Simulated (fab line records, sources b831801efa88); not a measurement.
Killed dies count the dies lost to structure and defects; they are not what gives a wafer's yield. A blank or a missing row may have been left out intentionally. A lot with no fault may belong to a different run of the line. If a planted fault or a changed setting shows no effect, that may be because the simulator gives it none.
What tool caused it? -- flow gf180mcu -- Sampling: 13 lots, 39 wafers, 3 of 602 route steps

## WHAT THE GAUGES SHOWED, per wafer
GF_STI_THK_MEAS_04.
lot,measured,on,STI_CVD_03_THK (nm)
L855,day 1 13:34,film-metro-02,203.5 202.9 203.6
L857,day 2 01:05,film-metro-04,207.8 206.7 206.5
L858,day 2 04:38,film-metro-04,209.3 210.2 206.3
L859,day 2 09:35,film-metro-02,207.7 206.2 206.6
L861,day 2 19:35,film-metro-03,206.4 207.8 205.8
L864,day 3 10:56,film-metro-02,207.7 206.1 207.5
L865,day 3 16:08,film-metro-03,206.0 207.8 207.6
L867,day 4 03:23,film-metro-03,203.5 203.3 204.4
L868,day 4 07:31,film-metro-02,207.6 208.4 207.7
L869,day 4 12:56,film-metro-02,208.4 207.1 206.7
L870,day 4 16:35,film-metro-03,202.8 204.0 203.5
L871,day 4 21:49,film-metro-02,204.1 204.4 205.0
L875,day 5 19:56,film-metro-03,206.0 203.4 203.6

GF_STI_THK_MEAS_24.
lot,measured,on,STI_CVD_23_THK (nm)
L855,day 2 03:17,film-metro-03,667 673 664
L857,day 2 14:56,film-metro-02,661 671 665
L858,day 2 18:34,film-metro-02,667 658 656
L859,day 2 23:47,film-metro-03,664 657 656
L861,day 3 10:20,film-metro-02,671 661 673
L864,day 4 02:47,film-metro-03,654 644 653
L865,day 4 09:48,film-metro-04,665 670 666
L867,day 4 21:02,film-metro-02,642 636 642
L868,day 4 23:37,film-metro-03,659 664 662
L869,day 5 05:03,film-metro-04,663 659 662
L870,day 5 09:44,film-metro-02,637 641 640
L871,day 5 13:59,film-metro-03,670 670 668
L875,day 6 12:48,film-metro-03,676 659 665

## WHAT TOOL EACH LOT RAN ON (gives the tool, then ch and the chambers of the sampled wafers, and finally the start)
lot,GF_STI_ETCH_13
L855,"rie-diel-04 ch 0,1,3, day 2 01:25"
L857,"rie-diel-01 ch 0,2, day 2 12:46"
L858,"rie-diel-01 ch 0,3, day 2 16:34"
L859,"rie-diel-04 ch 0,1,2, day 2 20:55"
L861,"rie-diel-01 ch 2,3, day 3 08:19"
L864,"rie-diel-01 ch 0,1, day 4 00:22"
L865,"rie-diel-04 ch 0,3, day 4 06:05"
L867,"rie-diel-01 ch 0,1,3, day 4 17:59"
L868,"rie-diel-01 ch 0,1,2, day 4 21:31"
L869,"rie-diel-02 ch 0,1,3, day 5 02:31"
L870,"rie-diel-01 ch 0,1,3, day 5 06:37"
L871,"rie-diel-02 ch 0,1,2, day 5 12:07"
L875,"rie-diel-01 ch 0,3, day 6 09:58"
- GF_STI_ETCH_13: etches the open film in CHF3/O2, stops on Si, target depth 282.31 nm, time 112.9 s.

## AS READ BY THE TOOLS THEMSELVES (means over the sampled wafers that have a number; for cases with no such wafer, the mark the record gives instead)
GF_STI_ETCH_13.
lot,tool,bias-w (W),chamber-pressure-mTorr (mTorr),drypump-motor-current-A (A),oes-product-au (a.u.),throttle-valve-pct (%)
L855,rie-diel-04,200.3,40.01,5.5,0.820,8.812
L857,rie-diel-01,200.2,39.97,6.3,0.833,8.823
L858,rie-diel-01,200.1,39.96,6.2,0.835,8.817
L859,rie-diel-04,199.9,39.99,5.5,0.834,8.812
L861,rie-diel-01,199.6,40.03,6.4,0.830,8.809
L864,rie-diel-01,200.2,40.00,5.4,0.836,8.804
L865,rie-diel-04,200.3,39.99,5.5,0.834,8.805
L867,rie-diel-01,199.9,40.00,5.9,0.827,8.810
L868,rie-diel-01,200.4,39.96,5.9,0.833,8.814
L869,rie-diel-02,199.8,39.97,5.5,0.835,8.806
L870,rie-diel-01,163.3,39.97,5.8,0.825,8.816
L871,rie-diel-02,200.0,39.99,5.3,0.827,8.813
L875,rie-diel-01,162.5,40.03,6.3,0.827,8.812

## THE ANSWER, worked out from the rows above alone
Rule: what is usual is taken from the lots themselves. The widest of any qualifying gaps counts: lots, ordered by their means at a reading, are off when they make up no more than a third of the lots, leave a main group of 4 or more, and stand apart from it by 3 or more times the standard deviation of that group's means. A main group whose means are all the same, to the digits that the tables above print for the reading, isn't used. Also off: a lot with no number at a reading for which 4 or more lots have one. Any other lot the step has rows for is counted as sound. The gauges are gone through in route order, then the tools' own readings, and for those a lot's mean is taken as printed above. The first step at which some lot is off is used, and at that step the reading that is off furthest; a lot without a number counts as furthest.
Off, at GF_STI_ETCH_13 on bias-w: L870, L875. The main group has a mean of 200.1 W with a standard deviation of 0.23.
A tool fits if, at that step or a process step before it, it ran every lot that is off, and no sound lot after the first of them. One fits: rie-diel-01 at GF_STI_ETCH_13. A fault onset in the window from L868 (day 4 21:31, its last sound lot) to L870 (day 5 06:37, its first lot off) fits.
The tool's own readings at GF_STI_ETCH_13 bear it out: on the lots that are off they differ by more than 5 times the standard deviation of the sound lots' means. bias-w reads 162.9 W there against 200.1 W on the sound lots.

## WHAT THE SIMULATOR HAD INSERTED
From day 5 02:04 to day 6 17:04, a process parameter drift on rie-diel-01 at GF_STI_ETCH_13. A move of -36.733 in setting bias-w, from 200. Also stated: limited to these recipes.
Struck lots among those shown: L870, L875. The rule above found the same.
